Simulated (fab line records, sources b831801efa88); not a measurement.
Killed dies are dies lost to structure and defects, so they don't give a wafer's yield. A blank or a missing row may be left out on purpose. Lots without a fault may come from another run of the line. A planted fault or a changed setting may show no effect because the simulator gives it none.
A struck lot beside a sound one | flow sky130 | 14 steps out of a route of 708
Sound: wafers L675.1, L675.4, L675.5. Struck: wafers L690.3, L690.4, L690.5. The cause comes at the end.
At each step with rows: each side's tool, then ch and its chambers, then its first start. Under that, the readings that differ: sound wafers | struck wafers | difference of the means | sigmas: that difference in standard deviations of wafers without a fault.
alike: readings whose means differ by less than 2 such deviations, and words and numbers that are the same on both sides. not compared: withheld readings, readings that some wafer has no value for, bounds like >300 that may hide the same value, and numbers for which the record gives no deviation and whose values overlap.
The two part at a step that has a row with sigmas, a row that says differs or no value, or rows on one side only. Numbers that don't overlap but have no deviation are shown without sigmas and don't part them. A reading that every wafer of one side lacks parts them only if that side has two wafers or more.

first, 5 steps without rows for these wafers: SKY_SONOS_ONO_COAT_08 (resist thk 1140 nm); SKY_SONOS_ONO_SOFTBAKE_09 (time 60 s); SKY_SONOS_ONO_EXPOSE_10 (exposes mask ONOM, target cd 410 nm); SKY_SONOS_ONO_PEB_11; SKY_SONOS_ONO_DEVELOP_12 (develop time 60 s).
SKY_SONOS_ONO_CD_MEAS_13: target cd 410 nm.
  sound on cd_sem-01, day 13 06:43; struck on cd_sem-01, day 18 01:16
  alike: cd_nm
SKY_SONOS_ONO_OVL_MEAS_14:
  sound on overlay-02, day 13 06:50; struck on overlay-02, day 18 01:22
  alike: SONOS_ONO_OVL
SKY_SONOS_ONO_ETCH_15: etches the open film in CHF3/O2, target depth 19.52 nm, time 7.8 s.
  sound on rie_diel-04 ch 1,2,3, day 13 06:53; struck on rie_diel-03 ch 0,1, day 18 01:23
  alike: bias_w, chamber_pressure_mTorr, drypump_motor_current_A, oes_product_au, throttle_valve_pct
  not compared: rf_hours_counter_h
then, 1 step without rows for these wafers: SKY_SONOS_ONO_WET_ETCH_16 (etches SiO2 in dHF, target depth 14 nm, time 280 s).
SKY_SONOS_ONO_STRIP_17: strips in O2/N2.
  sound on plasma_asher-01 ch 0,1, day 13 06:59; struck on plasma_asher-03 ch 0,1, day 18 01:31
  reading               | sound             | struck            | difference | sigmas
  oes_product_au (a.u.) | 0.716 0.716 0.710 | 0.704 0.706 0.704 | -0.009     | -2
  alike: chamber_pressure_mTorr, drypump_motor_current_A, strip_time_to_endpoint_s
  not compared: rf_hours_counter_h
then, 2 steps without rows for these wafers: SKY_SONOS_ONO_WET_ETCH_18 (etches Si3N4 in H3PO4, target depth 15 nm, time 172 s); SKY_GATE_OXIDE_CLEAN_00 (cleans in SC1/SC2, time 150 s).
SKY_GATE_OXIDE_OXIDATION_01: stabilise 600 s, purge 300 s, target thk 10.268 nm.
  sound on furnace-02 ch 0, day 13 08:16; struck on furnace-02, day 18 02:53
  no value came back on the struck wafers for ox_temp_c (C), ox_temp_c_max, spike_tc_centre_C (C), zone_power_centre_pct (%); on the sound wafers ox_temp_c (C) reads 900.5 899.2 900.4
then, 1 step without rows for these wafers: SKY_GATE_OXIDE_DEHYDRATE_03 (time 60 s).

WHERE THEY PART
First at SKY_SONOS_ONO_STRIP_17; last, within this record, at SKY_GATE_OXIDE_OXIDATION_01.

WHY: what the simulator had put in
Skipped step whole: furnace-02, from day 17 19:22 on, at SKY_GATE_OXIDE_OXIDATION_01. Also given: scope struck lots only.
